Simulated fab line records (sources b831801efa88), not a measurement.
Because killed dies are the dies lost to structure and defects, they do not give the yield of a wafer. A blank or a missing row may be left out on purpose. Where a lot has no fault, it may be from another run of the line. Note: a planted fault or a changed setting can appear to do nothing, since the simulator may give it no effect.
The tool behind it: which one? -- flow sky130 -- 12 lots (36 wafers sampled), 1 step of a 708-step route

== WHAT THE GAUGES READ, wafer by wafer ==
SKY_FIELD_ISO_THK_MEAS_02.
lot,measured,on,FIELD_ISO_OXIDATION_00_THK (nm)
L075,day 1 16:39,filmMetro-04,11.97 11.96 11.98
L077,day 2 02:59,filmMetro-01,12.23 12.24 12.14
L079,day 2 13:51,filmMetro-04,11.72 11.90 11.73
L081,day 2 22:39,filmMetro-01,11.76 11.94 11.63
L083,day 3 08:47,filmMetro-01,11.89 11.93 11.78
L085,day 3 19:13,filmMetro-04,11.61 11.87 11.80
L087,day 4 04:38,filmMetro-04,11.67 11.96 11.71
L089,day 4 14:56,filmMetro-04,11.90 11.88 11.80
L091,day 5 01:17,filmMetro-01,11.93 11.93 11.88
L093,day 5 11:17,filmMetro-04,11.99 12.36 12.23
L095,day 5 21:02,filmMetro-03,11.86 11.91 12.07
L097,day 6 09:40,filmMetro-01,11.63 11.63 11.68

== WHICH TOOL RAN EACH LOT (tool, then ch and the chambers of the sampled wafers, then the start) ==
There is no process step in the record ahead of these readings.

== THE ANSWER, worked out from the rows above alone ==
Rule: usual is defined by the lots themselves. The widest of any qualifying gaps counts: lots, ordered by their means at a reading, are off when they make up no more than a third of the lots, leave a main group of 4 or more, and stand apart from it by 3 or more times the standard deviation of that group's means. The tables above print the reading to a certain number of digits; a main group whose means all agree to those digits is not used. Also off: a lot with no number at a reading for which 4 or more lots have one. Where the step has rows for the other lots, those lots are counted as sound.
Nothing can be told from this: no lot is off at any reading shown.

== WHAT THE SIMULATOR HAD PUT IN ==
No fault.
